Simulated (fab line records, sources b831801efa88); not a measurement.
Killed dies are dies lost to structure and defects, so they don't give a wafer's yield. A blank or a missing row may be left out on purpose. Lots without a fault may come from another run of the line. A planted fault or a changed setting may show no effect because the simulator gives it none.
fab line records | flow sky130
record lots=5 wafers=15 last_day=50
route steps=708 shown NWELL@61 PAD_OPEN@708
lots that met no fault: from a run of the same line without faults
start_h: hours from the record's first day to the start of the lot's first wafer shown | wait_h: hours since the lot's step before | " the same as in the row above | L1.1+2: a row that stands for several wafers | - no value, or no start given | * or withheld: withheld | < > ~ a bound
route shown NAME@n: a module of which the file shows steps, and the number in the route of the first | usual: mean/standard deviation of fault-free wafers | same: alike in all rows | chamber/n: place in a boat | sites: the reading at each site | _std_site: their standard deviation | _edge_site: outer sites' mean less inner sites' | radius_mm: how far each site lies from the wafer's centre | mask NAME#n: copy n | behind: the tool/chamber that last shaped the wafer | hold: why the lot was held/for how many hours/how that ended | device: the transistor (n, p or np) that didn't switch | end of line: the same wafers' tests at the end of the route | a step without rows: its recipe alone | killed: dies lost to structure and defects at the first sort, not the wafer's yield | map: a wafer's dies, x killed, . not, _ none there
set.NAME: the setting as run; set.NAME@STEP: as run at that earlier step | model.NAME: the simulator's own value behind a step, which no gauge read
lots at some steps of the route; a table a step, a row a wafer
services: from which hour (start_h, from the record's first day; less than 0 if before it) a tool's chamber was out of use, for how many hours, and why
## steps
# step SKY_NWELL_PEB_08
# recipe temp_c=115 time_s=withheld
# step SKY_NWELL_DEVELOP_09
# recipe wall_angle_deg=90 developer=TMAH develop_time_s=60 dev_temp_c=23
# step SKY_NWELL_OVL_MEAS_10
# usual NWELL_00_OVL=0.8/1.5
# columns lot.wafer tool chamber start_h wait_h NWELL_00_OVL[nm]
L579.1 overlay-01 - 102.96 - 0.6
L579.2 " - " " -0.7
L579.6 " - " " 0.0
L580.1 overlay-02 - 107.28 - 1.5
L580.2 " - " " 0.5
L580.4 " - " " 1.8
L593.2 overlay-02 - 183.18 - 1.2
L593.3 " - " " -0.6
L593.6 " - " " 1.7
L597.3 overlay-02 - 209.97 - -0.1
L597.4 " - " " -0.4
L597.5 " - " " 0.6
L598.2 overlay-02 - 220.52 - 1.5
L598.4 " - " " 0.6
L598.6 " - " " 1.4
# step SKY_NWELL_IMPLANT_11
# recipe species=P energy_kev=400 dose_cm2=1.9e+13 tilt_deg=withheld
# step SKY_NWELL_IMPLANT_12
# recipe species=P energy_kev=120 dose_cm2=1.3e+12 tilt_deg=withheld
# step SKY_NWELL_IMPLANT_13
# recipe species=P energy_kev=50 dose_cm2=7e+11 tilt_deg=withheld
# step SKY_NWELL_STRIP_14
# recipe chemistry=O2/N2 power_w=1400 pressure_mtorr=1500 platen_temp_c=withheld o2_flow_sccm=3000 n2_flow_sccm=300 overash_fraction=0.5
# usual drypump_motor_current_A=6.0/0.72 oes_product_au=0.723/0.0048 strip_time_to_endpoint_s=36.90/0.13
# columns lot.wafer tool chamber start_h wait_h drypump_motor_current_A oes_product_au rf_hours_counter_h strip_time_to_endpoint_s
L579.1 plasma_asher-01 0 103.45 0.1 5.9 0.718 43 36.71
L579.2 " 1 " " 6.6 0.715 43 36.74
L579.6 " 0 " " 5.9 0.724 - 36.63
L580.1 plasma_asher-03 1 107.77 0.1 6.7 0.717 42 36.75
L580.2 " 0 " " 6.5 0.730 42 36.91
L580.4 " 0 " " 6.5 0.730 - 36.81
L593.2 plasma_asher-04 0 183.66 0.1 6.3 0.720 6 36.74
L593.3 " 1 " " 4.8 0.722 - 36.85
L593.6 " 1 " " 4.7 0.720 - 36.83
L597.3 plasma_asher-04 1 210.48 0.1 4.8 0.722 - 36.77
L597.4 " 0 " " 6.4 0.722 - 36.76
L597.5 " 1 " " 4.7 0.726 - 36.93
L598.2 plasma_asher-03 0 221.00 0.1 6.5 0.726 53 36.87
L598.4 " 1 " " 6.7 0.722 - 36.84
L598.6 " 0 " " 6.5 0.722 - 36.91
# step SKY_NWELL_TW_MEAS_15
# usual NWELL_TW=1809/10
# columns lot.wafer tool chamber start_h wait_h NWELL_TW
L579.1 film_metro-04 - 103.55 0.1 1820
L579.2 " - " " 1816
L579.6 " - " " 1808
L580.1 film_metro-03 - 107.87 0.1 1794
L580.2 " - " " 1795
L580.4 " - " " 1802
L593.2 film_metro-02 - 183.77 0.1 1813
L593.3 " - " " 1807
L593.6 " - " " 1812
L597.3 film_metro-03 - 210.57 0.1 1798
L597.4 " - " " 1806
L597.5 " - " " 1797
L598.2 film_metro-02 - 221.11 0.1 1817
L598.4 " - " " 1819
L598.6 " - " " 1819
# step SKY_NWELL_DEHYDRATE_16
# recipe temp_c=200 time_s=60
# step SKY_NWELL_HMDS_17
# recipe prime_time_s=60 prime_temp_c=120
# step SKY_NWELL_COAT_18
# recipe spin_rpm=2000 resist_thk_nm=3000
# step SKY_NWELL_SOFTBAKE_19
# recipe temp_c=110 time_s=withheld
# step SKY_NWELL_EXPOSE_20
# recipe mask_id=NWM_COMPLEMENT na=0.6 source_shape=conventional sigma_outer=0.6 polarization=unpolarized target_cd_nm=840 dose_mj=260
# same na=0.6
# columns lot.wafer tool chamber start_h wait_h mask
L579.1+2+6 iline_stepper-01 0 112.68 - NWM_COMPLEMENT#0
L580.1+2+4 iline_stepper-02 0 117.16 - PWDEM#0
L593.2+3+6 iline_stepper-02 0 194.13 - NWM_COMPLEMENT#0
L597.3+4+5 iline_stepper-02 0 222.10 - NWM_COMPLEMENT#0
L598.2+4+6 iline_stepper-02 0 232.28 - NWM_COMPLEMENT#0
# step SKY_NWELL_PEB_21
# recipe temp_c=115 time_s=withheld
# step SKY_NWELL_DEVELOP_22
# recipe wall_angle_deg=90 developer=TMAH develop_time_s=60 dev_temp_c=23
# step SKY_NWELL_OVL_MEAS_23
# usual NWELL_01_OVL=-0.1/1.3
# columns lot.wafer tool chamber start_h wait_h NWELL_01_OVL[nm]
L579.1 overlay-01 - 121.56 - -1.3
L579.2 " - " " 0.4
L579.6 " - " " 1.1
L580.1 overlay-02 - 125.68 - -
L580.2 " - " " -
L580.4 " - " " -
L593.2 overlay-02 - 205.19 - 0.5
L593.3 " - " " 0.3
L593.6 " - " " 1.2
L597.3 overlay-02 - 232.99 - 0.4
L597.4 " - " " -0.3
L597.5 " - " " -1.9
L598.2 overlay-01 - 243.88 - 1.8
L598.4 " - " " -1.2
L598.6 " - " " 2.0
# step SKY_NWELL_IMPLANT_24
# recipe species=B energy_kev=140 dose_cm2=9.2e+12 tilt_deg=withheld
# step SKY_NWELL_STRIP_25
# recipe chemistry=O2/N2 power_w=1400 pressure_mtorr=1500 platen_temp_c=withheld o2_flow_sccm=3000 n2_flow_sccm=300 overash_fraction=0.5
# usual drypump_motor_current_A=6.1/0.67 oes_product_au=0.722/0.0046 strip_time_to_endpoint_s=36.88/0.1
# columns lot.wafer tool chamber start_h wait_h drypump_motor_current_A oes_product_au rf_hours_counter_h strip_time_to_endpoint_s
L579.1 plasma_asher-01 1 121.75 0.1 6.7 0.720 45 36.79
L579.2 " 0 " " 5.9 0.724 45 36.87
L579.6 " 0 " " 5.9 0.727 - 36.74
L580.1 plasma_asher-03 0 125.87 0.1 6.5 0.724 44 36.64
L580.2 " 1 " " 6.7 0.720 44 36.80
L580.4 " 0 " " 6.5 0.723 - 36.75
L593.2 plasma_asher-04 1 205.37 0.1 4.7 0.733 9 36.71
L593.3 " 0 " " 6.3 0.723 - 36.77
L593.6 " 0 " " 6.3 0.724 - 36.78
L597.3 plasma_asher-03 1 233.19 0.1 6.7 0.716 - 36.68
L597.4 " 0 " " 6.5 0.723 - 36.67
L597.5 " 0 " " 6.4 0.720 - 36.62
L598.2 plasma_asher-01 1 244.06 0.1 6.6 0.724 55 36.96
L598.4 " 0 " " 5.9 0.718 - 37.04
L598.6 " 0 " " 5.9 0.719 - 37.07
# step SKY_NWELL_TW_MEAS_26
# usual NWELL_2_TW=494.0/2.6
# columns lot.wafer tool chamber start_h wait_h NWELL_2_TW
L579.1 film_metro-04 - 121.85 0.1 497.4
L579.2 " - " " 494.5
L579.6 " - " " 495.8
L580.1 film_metro-04 - 125.97 0.1 29.9
L580.2 " - " " 30.1
L580.4 " - " " 29.9
L593.2 film_metro-04 - 205.48 0.1 494.1
L593.3 " - " " 492.8
L593.6 " - " " 495.3
L597.3 film_metro-02 - 233.28 0.1 499.4
L597.4 " - " " 496.2
L597.5 " - " " 496.8
L598.2 film_metro-02 - 244.17 0.1 496.9
L598.4 " - " " 493.4
L598.6 " - " " 495.7
# step SKY_NWELL_CLEAN_27
# recipe chemistry=SC1/SC2 mix=1:4:20 temp_c=70 time_s=150 dry=n2_spin
# step SKY_PAD_OPEN_PROBE_99
# usual killed_at_M0_to_M3=42/7 killed_at_M4_up=2.8/1.8 killed_at_contacts=24/5.8 killed_at_front_end=15/4.8 killed_at_other=0.3/0.56 killed_dies=84/11 killed_on_rim=17/4.2 killed_open=46/7.8 killed_short=38/6.3
# same gross_dies=492 killed_at_back_side=0
# columns lot.wafer tool chamber start_h wait_h killed_at_M0_to_M3 killed_at_M4_up killed_at_contacts killed_at_front_end killed_at_other killed_dies killed_on_rim killed_open killed_short
L579.1 prober-02 - 1096.35 0.1 44 5 26 7 0 82 14 49 33
L579.2 prober-02 - 1096.40 0.1 46 3 27 10 0 86 13 49 37
L579.6 prober-02 - 1096.60 0.2 50 7 22 12 0 91 14 51 40
L580.1 prober-01 - 1103.30 0.1 38 4 15 434 1 492 96 37 40
L580.2 prober-01 - 1103.35 0.1 41 3 20 428 0 492 96 49 32
L580.4 prober-01 - 1103.45 0.2 43 3 25 420 1 492 96 51 29
L593.2 prober-02 - 1170.99 0.1 46 0 25 26 0 97 22 59 38
L593.3 prober-02 - 1171.04 0.2 47 5 25 16 0 93 21 53 40
L593.6 prober-02 - 1171.19 0.2 34 3 13 18 0 68 10 37 31
L597.3 prober-02 - 1192.26 0.2 54 0 9 12 0 75 17 36 39
L597.4 prober-02 - 1192.31 0.2 54 4 35 21 1 115 27 52 62
L597.5 prober-02 - 1192.36 0.2 50 0 33 8 0 91 14 50 40
L598.2 prober-01 - 1201.65 0.1 38 1 28 6 2 75 12 45 28
L598.4 prober-01 - 1201.75 0.2 29 2 21 10 1 63 14 30 32
L598.6 prober-01 - 1201.85 0.2 47 0 24 12 0 83 14 46 37
# killed by level:class
L579.1 CONTACT:geometric_particle:open=13 VIA1:geometric_particle:open=11 VIA3:geometric_particle:open=7 LI_CONTACT:geometric_particle:open=5 METAL2:geometric_particle:short=5 VIA2:geometric_particle:open=5 LOCAL_INTERCONNECT:geometric_particle:short=4 METAL4:geometric_particle:short=4
L579.2 VIA3:geometric_particle:open=10 VIA1:geometric_particle:open=8 LOCAL_INTERCONNECT:geometric_particle:short=8 CONTACT:geometric_particle:open=8 METAL1:geometric_particle:short=7 VIA2:geometric_particle:open=7 CONTACT:geometric_particle:short=5 POLY_GATE:geometric_particle:open=3
L579.6 CONTACT:geometric_particle:open=12 VIA2:geometric_particle:open=11 VIA1:geometric_particle:open=7 VIA3:geometric_particle:open=7 METAL4:geometric_particle:short=7 METAL1:geometric_particle:short=6 LI_CONTACT:geometric_particle:open=5 METAL2:geometric_particle:short=5
L580.1 NWELL:area_expose=414 VIA1:geometric_particle:short=10 VIA2:geometric_particle:open=7 FIELD_ISO:geometric_particle:short=6 FIELD_ISO:geometric_particle:open=6 VIA1:geometric_particle:open=6 POLY_GATE:geometric_particle:open=5 LOCAL_INTERCONNECT:geometric_particle:short=5
L580.2 NWELL:area_expose=411 VIA3:geometric_particle:open=10 VIA1:geometric_particle:open=9 POLY_GATE:geometric_particle:open=7 LI_CONTACT:geometric_particle:open=6 VIA2:geometric_particle:open=5 LOCAL_INTERCONNECT:geometric_particle:short=5 CONTACT:geometric_particle:open=5
L580.4 NWELL:area_expose=411 VIA2:geometric_particle:open=9 CONTACT:geometric_particle:open=8 VIA1:geometric_particle:open=8 METAL2:geometric_particle:short=8 CONTACT:geometric_particle:short=6 LI_CONTACT:geometric_particle:open=6 METAL1:geometric_particle:open=5
L593.2 VIA1:geometric_particle:open=11 CONTACT:geometric_particle:open=10 POLY_GATE:geometric_particle:open=8 LI_CONTACT:geometric_particle:open=7 METAL2:geometric_particle:short=7 FIELD_ISO:geometric_particle:open=6 CONTACT:geometric_particle:short=6 VIA2:geometric_particle:open=6
L593.3 VIA2:geometric_particle:open=19 CONTACT:geometric_particle:open=8 CONTACT:geometric_particle:short=6 POLY_GATE:geometric_particle:open=5 VIA1:geometric_particle:open=5 METAL4:geometric_particle:short=5 LI_CONTACT:geometric_particle:open=4 METAL1:geometric_particle:short=4
L593.6 VIA3:geometric_particle:open=9 CONTACT:geometric_particle:open=8 FIELD_ISO:geometric_particle:short=5 METAL1:geometric_particle:short=5 VIA1:geometric_particle:open=5 VIA2:geometric_particle:open=4 METAL2:geometric_particle:short=4 SONOS_ONO:geometric_particle:short=3
L597.3 VIA2:geometric_particle:open=9 VIA1:geometric_particle:open=9 METAL2:geometric_particle:short=9 METAL1:geometric_particle:short=7 VIA3:geometric_particle:open=5 FIELD_ISO:geometric_particle:short=4 POLY_GATE:geometric_particle:short=4 CONTACT:geometric_particle:open=4
L597.4 CONTACT:geometric_particle:open=12 METAL1:geometric_particle:short=12 METAL2:geometric_particle:short=10 LI_CONTACT:geometric_particle:open=8 VIA1:geometric_particle:open=7 VIA3:geometric_particle:open=6 FIELD_ISO:geometric_particle:short=5 POLY_GATE:geometric_particle:short=5
L597.5 CONTACT:geometric_particle:open=13 VIA1:geometric_particle:open=12 METAL2:geometric_particle:short=12 LI_CONTACT:geometric_particle:open=8 VIA2:geometric_particle:open=6 VIA3:geometric_particle:short=5 LI_CONTACT:geometric_particle:short=5 CONTACT:geometric_particle:short=4
L598.2 VIA1:geometric_particle:open=12 LI_CONTACT:geometric_particle:open=9 CONTACT:geometric_particle:open=9 CONTACT:geometric_particle:short=5 METAL1:geometric_particle:short=4 METAL2:geometric_particle:short=4 VIA2:geometric_particle:open=4 VIA2:geometric_particle:short=4
L598.4 LI_CONTACT:geometric_particle:open=9 CONTACT:geometric_particle:open=7 METAL1:geometric_particle:short=5 VIA1:geometric_particle:open=5 VIA1:geometric_particle:short=4 METAL2:geometric_particle:short=4 VIA2:geometric_particle:short=4 CONTACT:geometric_particle:short=3
L598.6 VIA1:geometric_particle:open=9 CONTACT:geometric_particle:open=8 METAL1:geometric_particle:short=8 VIA3:geometric_particle:open=7 METAL2:geometric_particle:short=7 LI_CONTACT:geometric_particle:open=6 CONTACT:geometric_particle:short=5 VIA2:geometric_particle:open=5
# map L580.1 (x killed, . not)
__________xxxxxxxxxx_________
________xxxxxxxxxxxxxx_______
______xxxxxxxxxxxxxxxxxx_____
_____xxxxxxxxxxxxxxxxxxxx____
____xxxxxxxxxxxxxxxxxxxxxx___
___xxxxxxxxxxxxxxxxxxxxxxxx__
__xxxxxxxxxxxxxxxxxxxxxxxxxx_
_xxxxxxxxxxxxxxxxxxxxxxxxxxxx
_xxxxxxxxxxxxxxxxxxxxxxxxxxxx
_xxxxxxxxxxxxxxxxxxxxxxxxxxxx
_xxxxxxxxxxxxxxxxxxxxxxxxxxxx
_xxxxxxxxxxxxxxxxxxxxxxxxxxxx
_xxxxxxxxxxxxxxxxxxxxxxxxxxxx
_xxxxxxxxxxxxxxxxxxxxxxxxxxxx
_xxxxxxxxxxxxxxxxxxxxxxxxxxxx
__xxxxxxxxxxxxxxxxxxxxxxxxxx_
___xxxxxxxxxxxxxxxxxxxxxxxx__
____xxxxxxxxxxxxxxxxxxxxxx___
_____xxxxxxxxxxxxxxxxxxxx____
______xxxxxxxxxxxxxxxxxx_____
________xxxxxxxxxxxxxx_______
__________xxxxxxxxxx_________
# map L597.4 (x killed, . not)
__________..x..xxx.x_________
________.x..x..x.....x_______
______xxxxxx.x.xx...x..._____
_____xxx....x..xx........____
____....x.xx..x..x.x......___
___x.............x...xxx...__
__.....x..x.x..........x...._
_.......xx......x......x.....
_...xxx.x...xx...x..........x
_..xx.xx.......x.........x..x
_..................xxx..x....
_x..x....x....x..........x...
_...xx.x....xx..xx.......x..x
_....x....x.....x.x..x.....xx
_....x.x.xx...x.x......xx...x
__...............x...xx....x_
___.x....x.......xx....x...__
____x.............x..x.x..___
_____..................x.____
______..x.xx..x........._____
________..........xx.x_______
__________......x..._________
## services
# columns tool chamber start_h hours kind
plasma_asher-04 - 108.75 9.0 pm
plasma_asher-04 0 108.75 9.0 vent_cycle
plasma_asher-04 1 108.75 9.0 vent_cycle
plasma_asher-04 0 117.75 - clean
plasma_asher-04 1 117.75 - clean
plasma_asher-04 - 119.74 5.1 repair
iline_stepper-01 0 156.89 - calibration
iline_stepper-02 0 162.25 - calibration
iline_stepper-02 - 169.60 1.7 pm
plasma_asher-03 - 182.22 14.6 pm
plasma_asher-01 - 197.26 28.1 pm
iline_stepper-01 - 232.14 2.1 pm
iline_stepper-01 - 234.23 - consumable_replace:lamp
iline_stepper-01 - 242.16 1.7 pm
## key
first_sign step=SKY_NWELL_EXPOSE_20 reading=mask direction=changed
effect step=SKY_NWELL_OVL_MEAS_23 reading=NWELL_01_OVL direction=missing
effect step=SKY_NWELL_TW_MEAS_26 reading=NWELL_2_TW direction=down sigmas=99+ usual=494.0 struck=29.9
effect step=SKY_PAD_OPEN_PROBE_99 reading=killed_at_front_end direction=up sigmas=85 usual=15 struck=427
more_kills_born_at SKY_NWELL_EXPOSE_20@iline_stepper-02=1236
met_at SKY_NWELL_EXPOSE_20
struck_wafers L580.1,L580.2,L580.4
tester_left_out L580
fault kind=wrong_mask tool=any chamber=- onset_h=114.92 steps=SKY_NWELL_EXPOSE_20 aux_copy=PWDEM#0 scope=struck_lots_only
# tester_left_out: of these lots the tester's yield and bins aren't shown, on N5 and GAA mostly nor the transistor test; their killed dies are dies lost to structure and defects alone, not to doping, threshold or leakage, so they don't give the yield
